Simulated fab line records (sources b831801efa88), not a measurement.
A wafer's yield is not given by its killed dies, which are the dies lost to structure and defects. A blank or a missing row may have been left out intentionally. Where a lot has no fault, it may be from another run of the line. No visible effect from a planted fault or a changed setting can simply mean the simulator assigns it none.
Which of the tools did it? :: flow gf180mcu :: Sampling: 13 lots, 38 wafers, 5 of 602 route steps

== WHAT THE GAUGES SHOWED, per wafer ==
GF_NWELL_OVL_MEAS_07.
lot: L654
measured: day 3 06:54
on: overlay-02
NWELL_OVL (nm): 1.0 -0.1 0.1

lot: L655
measured: day 3 12:35
on: overlay-02
NWELL_OVL (nm): 0.4 -0.4 1.4

lot: L656
measured: day 3 19:02
on: overlay-02
NWELL_OVL (nm): -0.2 0.6 1.9

lot: L657
measured: day 3 23:21
on: overlay-02
NWELL_OVL (nm): 0.9 0.6 1.2

lot: L658
measured: day 4 04:48
on: overlay-02
NWELL_OVL (nm): 0.6 -0.1 0.5

lot: L659
measured: day 4 10:09
on: overlay-02
NWELL_OVL (nm): -1.9 -1.3 -0.2

lot: L660
measured: day 4 16:24
on: overlay-02
NWELL_OVL (nm): 4.1 2.1 1.5

lot: L662
measured: day 5 02:28
on: overlay-01
NWELL_OVL (nm): 0.9 2.0 0.3

lot: L663
measured: day 5 09:00
on: overlay-02
NWELL_OVL (nm): 2.0 1.6 0.2

lot: L664
measured: day 5 12:55
on: overlay-01
NWELL_OVL (nm): -1.3 -1.2 -2.3

lot: L669
measured: day 6 17:34
on: overlay-02
NWELL_OVL (nm): -1.4 -0.3

lot: L674
measured: day 7 21:50
on: overlay-01
NWELL_OVL (nm): 0.7 0.6 0.4

lot: L676
measured: day 8 15:04
on: overlay-01
NWELL_OVL (nm): 1.4 0.2 0.8

GF_DUAL_GATE_OVL_MEAS_11.
lot: L654
measured: day 8 06:59
on: overlay-01
DUAL_GATE_OVL (nm): 0.1 -0.6 -0.6

lot: L655
measured: day 8 16:38
on: overlay-02
DUAL_GATE_OVL (nm): 3.1 5.0 2.5

lot: L656
measured: day 9 00:26
on: overlay-01
DUAL_GATE_OVL (nm): -2.1 -1.0 -2.0

lot: L657
measured: day 9 04:38
on: overlay-01
DUAL_GATE_OVL (nm): -2.4 -2.3 -2.5

lot: L658
measured: day 9 09:08
on: overlay-01
DUAL_GATE_OVL (nm): -2.4 -3.1 0.2

lot: L659
measured: day 9 14:23
on: overlay-01
DUAL_GATE_OVL (nm): -0.6 -0.9 1.3

lot: L660
measured: day 9 22:08
on: overlay-01
DUAL_GATE_OVL (nm): -0.1 0.2 0.4

lot: L662
measured: day 10 12:29
on: overlay-02
DUAL_GATE_OVL (nm): -1.4 0.7 0.7

lot: L663
measured: day 10 20:20
on: overlay-02
DUAL_GATE_OVL (nm): 1.8 -0.8 2.3

lot: L664
measured: day 11 00:41
on: overlay-01
DUAL_GATE_OVL (nm): 1.4 2.1 1.7

lot: L669
measured: day 12 12:55
on: overlay-01
DUAL_GATE_OVL (nm): 2.3 0.6

lot: L674
measured: day 14 02:19
on: overlay-02
DUAL_GATE_OVL (nm): -1.6 -1.2 -0.8

lot: L676
measured: day 15 03:43
on: overlay-01
DUAL_GATE_OVL (nm): -2.3 -0.7 -1.1

== WHAT TOOL EACH LOT RAN ON (gives the tool, then ch and the chambers of the sampled wafers, and finally the start) ==
lot: L654
GF_DNWELL_STRIP_08: plasmaAsher-02 ch 0,1, day 2 19:05
GF_VT_IMPLANT_COAT_35: lithoTrack-01 ch 0, day 7 03:12
GF_VT_IMPLANT_STRIP_42: plasmaAsher-01 ch 0,1, day 7 10:03

lot: L655
GF_DNWELL_STRIP_08: plasmaAsher-03 ch 0,1, day 2 23:42
GF_VT_IMPLANT_COAT_35: lithoTrack-04 ch 0, day 7 09:17
GF_VT_IMPLANT_STRIP_42: plasmaAsher-04 ch 0,1, day 7 17:45

lot: L656
GF_DNWELL_STRIP_08: plasmaAsher-01 ch 0,1, day 3 05:59
GF_VT_IMPLANT_COAT_35: lithoTrack-01 ch 0, day 7 16:30
GF_VT_IMPLANT_STRIP_42: plasmaAsher-01 ch 0,1, day 8 00:24

lot: L657
GF_DNWELL_STRIP_08: plasmaAsher-01 ch 0,1, day 3 10:32
GF_VT_IMPLANT_COAT_35: lithoTrack-04 ch 0, day 7 23:11
GF_VT_IMPLANT_STRIP_42: plasmaAsher-02 ch 0,1, day 8 07:35

lot: L658
GF_DNWELL_STRIP_08: plasmaAsher-02 ch 0,1, day 3 15:38
GF_VT_IMPLANT_COAT_35: lithoTrack-04 ch 0, day 8 05:47
GF_VT_IMPLANT_STRIP_42: plasmaAsher-02 ch 0,1, day 8 13:35

lot: L659
GF_DNWELL_STRIP_08: plasmaAsher-02 ch 0,1, day 3 20:53
GF_VT_IMPLANT_COAT_35: lithoTrack-01 ch 0, day 8 10:12
GF_VT_IMPLANT_STRIP_42: plasmaAsher-02 ch 0,1, day 8 18:51

lot: L660
GF_DNWELL_STRIP_08: plasmaAsher-02 ch 0,1, day 4 02:16
GF_VT_IMPLANT_COAT_35: lithoTrack-02 ch 0, day 8 17:01
GF_VT_IMPLANT_STRIP_42: plasmaAsher-02 ch 0,1, day 9 02:32

lot: L662
GF_DNWELL_STRIP_08: plasmaAsher-02 ch 0,1, day 4 12:23
GF_VT_IMPLANT_COAT_35: lithoTrack-04 ch 0, day 9 08:40
GF_VT_IMPLANT_STRIP_42: plasmaAsher-02 ch 0,1, day 9 17:01

lot: L663
GF_DNWELL_STRIP_08: plasmaAsher-02 ch 0,1, day 4 18:11
GF_VT_IMPLANT_COAT_35: lithoTrack-02 ch 0, day 9 12:34
GF_VT_IMPLANT_STRIP_42: plasmaAsher-04 ch 0, day 9 21:42

lot: L664
GF_DNWELL_STRIP_08: plasmaAsher-03 ch 0,1, day 4 23:11
GF_VT_IMPLANT_COAT_35: lithoTrack-04 ch 0, day 9 18:40
GF_VT_IMPLANT_STRIP_42: plasmaAsher-02 ch 0,1, day 10 03:23

lot: L669
GF_DNWELL_STRIP_08: plasmaAsher-01 ch 1, day 6 02:39
GF_VT_IMPLANT_COAT_35: lithoTrack-04 ch 0, day 11 05:13
GF_VT_IMPLANT_STRIP_42: plasmaAsher-01 ch 1, day 11 14:40

lot: L674
GF_DNWELL_STRIP_08: plasmaAsher-03 ch 0,1, day 7 06:38
GF_VT_IMPLANT_COAT_35: lithoTrack-04 ch 0, day 12 15:20
GF_VT_IMPLANT_STRIP_42: plasmaAsher-04 ch 0,1, day 13 01:44

lot: L676
GF_DNWELL_STRIP_08: plasmaAsher-03 ch 0,1, day 7 23:28
GF_VT_IMPLANT_COAT_35: lithoTrack-02 ch 0, day 13 16:01
GF_VT_IMPLANT_STRIP_42: plasmaAsher-01 ch 0,1, day 14 02:14
- GF_DNWELL_STRIP_08: strips in O2/N2.
- GF_VT_IMPLANT_COAT_35: resist thk 1000 nm.
- GF_VT_IMPLANT_STRIP_42: strips in O2/N2.

== WHAT THE TOOLS THEMSELVES READ (means of the sampled wafers that have a number; where no wafer has one, the mark that the record gives instead) ==
GF_DNWELL_STRIP_08.
lot: L654
tool: plasmaAsher-02
chamberPressureMTorr (mTorr): 1498.0
drypumpMotorCurrentA (A): 6.2
heaterPowerW (W): 306
oesProductAu (a.u.): 0.725
stripTimeToEndpointS (s): 37.23

lot: L655
tool: plasmaAsher-03
chamberPressureMTorr (mTorr): 1499.5
drypumpMotorCurrentA (A): 5.3
heaterPowerW (W): 307
oesProductAu (a.u.): 0.722
stripTimeToEndpointS (s): 36.99

lot: L656
tool: plasmaAsher-01
chamberPressureMTorr (mTorr): 1499.7
drypumpMotorCurrentA (A): 5.4
heaterPowerW (W): 351
oesProductAu (a.u.): 0.728
stripTimeToEndpointS (s): 37.13

lot: L657
tool: plasmaAsher-01
chamberPressureMTorr (mTorr): 1499.9
drypumpMotorCurrentA (A): 5.4
heaterPowerW (W): 348
oesProductAu (a.u.): 0.727
stripTimeToEndpointS (s): 36.82

lot: L658
tool: plasmaAsher-02
chamberPressureMTorr (mTorr): 1501.7
drypumpMotorCurrentA (A): 6.1
heaterPowerW (W): 302
oesProductAu (a.u.): 0.722
stripTimeToEndpointS (s): 36.98

lot: L659
tool: plasmaAsher-02
chamberPressureMTorr (mTorr): 1499.8
drypumpMotorCurrentA (A): 5.7
heaterPowerW (W): 315
oesProductAu (a.u.): 0.722
stripTimeToEndpointS (s): 36.88

lot: L660
tool: plasmaAsher-02
chamberPressureMTorr (mTorr): 1499.2
drypumpMotorCurrentA (A): 5.7
heaterPowerW (W): 314
oesProductAu (a.u.): 0.726
stripTimeToEndpointS (s): 37.07

lot: L662
tool: plasmaAsher-02
chamberPressureMTorr (mTorr): 1500.3
drypumpMotorCurrentA (A): 5.7
heaterPowerW (W): 313
oesProductAu (a.u.): 0.726
stripTimeToEndpointS (s): 36.99

lot: L663
tool: plasmaAsher-02
chamberPressureMTorr (mTorr): 1500.5
drypumpMotorCurrentA (A): 6.2
heaterPowerW (W): 305
oesProductAu (a.u.): 0.728
stripTimeToEndpointS (s): 36.92

lot: L664
tool: plasmaAsher-03
chamberPressureMTorr (mTorr): 1500.1
drypumpMotorCurrentA (A): 5.3
heaterPowerW (W): 312
oesProductAu (a.u.): 0.722
stripTimeToEndpointS (s): 36.85

lot: L669
tool: plasmaAsher-01
chamberPressureMTorr (mTorr): 1499.5
drypumpMotorCurrentA (A): 5.0
heaterPowerW (W): 300
oesProductAu (a.u.): 0.726
stripTimeToEndpointS (s): 37.13

lot: L674
tool: plasmaAsher-03
chamberPressureMTorr (mTorr): 1500.8
drypumpMotorCurrentA (A): 5.6
heaterPowerW (W): 328
oesProductAu (a.u.): 0.723
stripTimeToEndpointS (s): 37.01

lot: L676
tool: plasmaAsher-03
chamberPressureMTorr (mTorr): 1501.9
drypumpMotorCurrentA (A): 5.3
heaterPowerW (W): 310
oesProductAu (a.u.): 0.720
stripTimeToEndpointS (s): 37.12

GF_VT_IMPLANT_COAT_35.
lot: L654
tool: lithoTrack-01
resistLineTempC (C): 23.05

lot: L655
tool: lithoTrack-04
resistLineTempC (C): 22.91

lot: L656
tool: lithoTrack-01
resistLineTempC (C): 23.13

lot: L657
tool: lithoTrack-04
resistLineTempC (C): 22.90

lot: L658
tool: lithoTrack-04
resistLineTempC (C): 22.80

lot: L659
tool: lithoTrack-01
resistLineTempC (C): 23.05

lot: L660
tool: lithoTrack-02
resistLineTempC (C): 23.12

lot: L662
tool: lithoTrack-04
resistLineTempC (C): 22.96

lot: L663
tool: lithoTrack-02
resistLineTempC (C): 23.04

lot: L664
tool: lithoTrack-04
resistLineTempC (C): 23.17

lot: L669
tool: lithoTrack-04
resistLineTempC (C): 23.07

lot: L674
tool: lithoTrack-04
resistLineTempC (C): 23.00

lot: L676
tool: lithoTrack-02
resistLineTempC (C): 23.01

GF_VT_IMPLANT_STRIP_42.
lot: L654
tool: plasmaAsher-01
chamberPressureMTorr (mTorr): 1500.5
drypumpMotorCurrentA (A): 5.4
heaterPowerW (W): 347
oesProductAu (a.u.): 0.714
stripTimeToEndpointS (s): 12.67

lot: L655
tool: plasmaAsher-04
chamberPressureMTorr (mTorr): 1500.3
drypumpMotorCurrentA (A): 5.9
heaterPowerW (W): 315
oesProductAu (a.u.): 0.713
stripTimeToEndpointS (s): 12.62

lot: L656
tool: plasmaAsher-01
chamberPressureMTorr (mTorr): 1500.3
drypumpMotorCurrentA (A): 5.4
heaterPowerW (W): 347
oesProductAu (a.u.): 0.722
stripTimeToEndpointS (s): 12.64

lot: L657
tool: plasmaAsher-02
chamberPressureMTorr (mTorr): 1498.4
drypumpMotorCurrentA (A): 5.7
heaterPowerW (W): 318
oesProductAu (a.u.): 0.716
stripTimeToEndpointS (s): 12.60

lot: L658
tool: plasmaAsher-02
chamberPressureMTorr (mTorr): 1500.3
drypumpMotorCurrentA (A): 6.1
heaterPowerW (W): 307
oesProductAu (a.u.): 0.719
stripTimeToEndpointS (s): 12.61

lot: L659
tool: plasmaAsher-02
chamberPressureMTorr (mTorr): 1499.7
drypumpMotorCurrentA (A): 6.2
heaterPowerW (W): 307
oesProductAu (a.u.): 0.714
stripTimeToEndpointS (s): 12.55

lot: L660
tool: plasmaAsher-02
chamberPressureMTorr (mTorr): 1500.4
drypumpMotorCurrentA (A): 5.7
heaterPowerW (W): 316
oesProductAu (a.u.): 0.716
stripTimeToEndpointS (s): 12.70

lot: L662
tool: plasmaAsher-02
chamberPressureMTorr (mTorr): 1501.6
drypumpMotorCurrentA (A): 5.7
heaterPowerW (W): 318
oesProductAu (a.u.): 0.713
stripTimeToEndpointS (s): 12.65

lot: L663
tool: plasmaAsher-04
chamberPressureMTorr (mTorr): 1500.5
drypumpMotorCurrentA (A): 5.8
heaterPowerW (W): 307
oesProductAu (a.u.): 0.717
stripTimeToEndpointS (s): 12.64

lot: L664
tool: plasmaAsher-02
chamberPressureMTorr (mTorr): 1499.6
drypumpMotorCurrentA (A): 5.7
heaterPowerW (W): 309
oesProductAu (a.u.): 0.717
stripTimeToEndpointS (s): 12.63

lot: L669
tool: plasmaAsher-01
chamberPressureMTorr (mTorr): 1501.8
drypumpMotorCurrentA (A): 5.0
heaterPowerW (W): 302
oesProductAu (a.u.): 0.715
stripTimeToEndpointS (s): 11.62

lot: L674
tool: plasmaAsher-04
chamberPressureMTorr (mTorr): 1498.7
drypumpMotorCurrentA (A): 5.9
heaterPowerW (W): 327
oesProductAu (a.u.): 0.714
stripTimeToEndpointS (s): 12.29

lot: L676
tool: plasmaAsher-01
chamberPressureMTorr (mTorr): 1499.6
drypumpMotorCurrentA (A): 5.2
heaterPowerW (W): 326
oesProductAu (a.u.): 0.718
stripTimeToEndpointS (s): 12.65

== THE ANSWER, worked out from the rows above alone ==
Rule: usual is defined by the lots themselves. The widest of any qualifying gaps counts: lots, ordered by their means at a reading, are off when they make up no more than a third of the lots, leave a main group of 4 or more, and stand apart from it by 3 or more times the standard deviation of that group's means. A main group whose means are all the same, to the digits that the tables above print for the reading, isn't used. A lot without any number at a reading at which 4 lots or more have one is off too. Any other lot the step has rows for is counted as sound. First the gauges in route order, then the tools' own readings, where a lot's mean is used as printed above. At the first step where some lot is off, the reading lying furthest off is the one used; lots without a number count as furthest.
Off, at GF_VT_IMPLANT_STRIP_42 on stripTimeToEndpointS: L669, L674. Mean 12.63 s and standard deviation 0.037 in the main group.
If a tool, at that step or one of the process steps before it, ran each lot that is off and ran no sound lot following the first of them, it fits. One candidate fits, namely lithoTrack-04 at GF_VT_IMPLANT_COAT_35. Its last sound lot is L664 (day 9 18:40), its first lot that is off L669 (day 11 05:13): a fault that began between those two fits.

== WHAT WAS PUT IN BY THE SIMULATOR ==
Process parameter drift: lithoTrack-04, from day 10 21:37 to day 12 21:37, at GF_VT_IMPLANT_COAT_35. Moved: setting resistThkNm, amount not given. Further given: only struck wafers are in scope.
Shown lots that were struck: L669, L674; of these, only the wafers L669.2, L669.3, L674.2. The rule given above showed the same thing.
